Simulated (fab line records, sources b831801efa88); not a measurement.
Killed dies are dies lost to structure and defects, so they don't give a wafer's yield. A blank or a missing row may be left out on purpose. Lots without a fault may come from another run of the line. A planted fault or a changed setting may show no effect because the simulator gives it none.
Chamber matching | flow sky130 | SKY_LI_CONTACT_CMP_24 on cmp-02: 4 sister chambers
The step polishes, stops on PSG, t overpolish 20 s, target thk 0 nm. 4 wafers are shown with their chamber, then 12 later ones without.

WAFERS WITH THEIR CHAMBER
wafer  | chamber | motor_current_A (A)
L087.5 | 0       | 12.0
L088.1 | 3       | 9.5
L088.3 | 1       | 10.9
L088.4 | 2       | 11.1

WAFERS WITHOUT THEIR CHAMBER
wafer  | motor_current_A (A)
L090.2 | 9.6
L090.4 | 10.9
L090.6 | 10.8
L093.1 | 11.0
L093.2 | 9.9
L093.4 | 10.8
L093.3 | 11.9
L093.5 | 11.0
L093.6 | 9.8
L097.1 | 11.7
L097.4 | 10.9
L097.6 | 11.3

WHICH CHAMBER EACH WENT THROUGH
wafer  | from the rows above     | in truth
L090.2 | 3                       | 3
L090.4 | can't be placed: 1 or 2 | 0
L090.6 | can't be placed: 1 or 2 | 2
L093.1 | can't be placed: 1 or 2 | 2
L093.2 | 3                       | 3
L093.4 | can't be placed: 1 or 2 | 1
L093.3 | 0                       | 0
L093.5 | can't be placed: 1 or 2 | 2
L093.6 | 3                       | 3
L097.1 | can't be placed: 0 or 2 | 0
L097.4 | can't be placed: 1 or 2 | 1
L097.6 | can't be placed: 2 or 1 | 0
Placed correctly: 4 of 12. Can't be placed from these rows: 8 (the true chamber is among the candidates in 6). Placed wrongly: 0.
How it was worked out, from the rows above alone: a wafer's distance from a chamber is the root of the sum, over the readings, of the square of ((its reading less the chamber's mean) divided by the reading's scatter). The wafer belongs to the nearest chamber; if the next one is less than 2 further off, it can't be placed. A chamber's mean is the mean of its shown wafers. The scatter: with one shown wafer a chamber, the root of the mean of the squares of how far each hidden wafer lies from its nearest shown one.
